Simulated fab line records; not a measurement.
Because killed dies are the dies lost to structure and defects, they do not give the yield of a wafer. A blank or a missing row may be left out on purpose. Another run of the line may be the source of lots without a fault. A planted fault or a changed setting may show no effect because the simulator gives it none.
Which tool is to blame? | flow gf180mcu | 21 wafers from 7 lots sampled at 2 of the route's 602 steps

== WHAT THE GAUGES SHOWED, per wafer ==
GF_VT_IMPLANT_TW_MEAS_21.
lot  | measured     | on            | VT_IMPLANT_2_TW
L812 | day 6 19:00  | film metro-01 | 1221 1226 1219
L814 | day 7 05:09  | film metro-02 | 1195 1198 1198
L816 | day 7 20:36  | film metro-02 | 1189 1199 1191
L818 | day 8 13:03  | film metro-03 | 1237 1242 1239
L823 | day 9 16:34  | film metro-03 | 1105 1107 1107
L825 | day 10 03:28 | film metro-03 | 1112 1101 1106
L831 | day 11 20:57 | film metro-02 | 1196 1201 1193

== WHICH TOOL RAN EACH LOT (tool, then ch and the chambers of the sampled wafers, then the start) ==
lot  | GF_VT_IMPLANT_IMPLANT_19
L812 | implanter-02 ch 0, day 6 18:45
L814 | implanter-01 ch 0, day 7 04:54
L816 | implanter-01 ch 0, day 7 20:21
L818 | implanter-04 ch 0, day 8 12:48
L823 | implanter-02 ch 0, day 9 16:19
L825 | implanter-02 ch 0, day 10 03:15
L831 | implanter-01 ch 0, day 11 20:42
- GF_VT_IMPLANT_IMPLANT_19

== THE ANSWER, worked out from the rows above alone ==
Rule: what is usual is taken from the lots themselves. The widest of any qualifying gaps counts: lots, ordered by their means at a reading, are off when they make up no more than a third of the lots, leave a main group of 4 or more, and stand apart from it by 3 or more times the standard deviation of that group's means. A main group is skipped when, at the precision printed for the reading in the tables above, its means are all equal. Also off: a lot with no number at a reading for which 4 or more lots have one. The other lots that the step has rows for count as sound.
Off: L823, L825, seen at GF_VT_IMPLANT_TW_MEAS_21 (VT_IMPLANT_2_TW). The main group has a mean of 1210 with a standard deviation of 18.
If a tool, at a process step before that reading, ran all the lots that are off and no sound lot after the first of them, it fits. Those tools and the gauges at GF_VT_IMPLANT_TW_MEAS_21 are tried in the same way. 2 tools fit, implanter-02 at GF_VT_IMPLANT_IMPLANT_19 and film metro-03 at GF_VT_IMPLANT_TW_MEAS_21, so this cannot tell which one it is.

== WHAT WAS PUT IN BY THE SIMULATOR ==
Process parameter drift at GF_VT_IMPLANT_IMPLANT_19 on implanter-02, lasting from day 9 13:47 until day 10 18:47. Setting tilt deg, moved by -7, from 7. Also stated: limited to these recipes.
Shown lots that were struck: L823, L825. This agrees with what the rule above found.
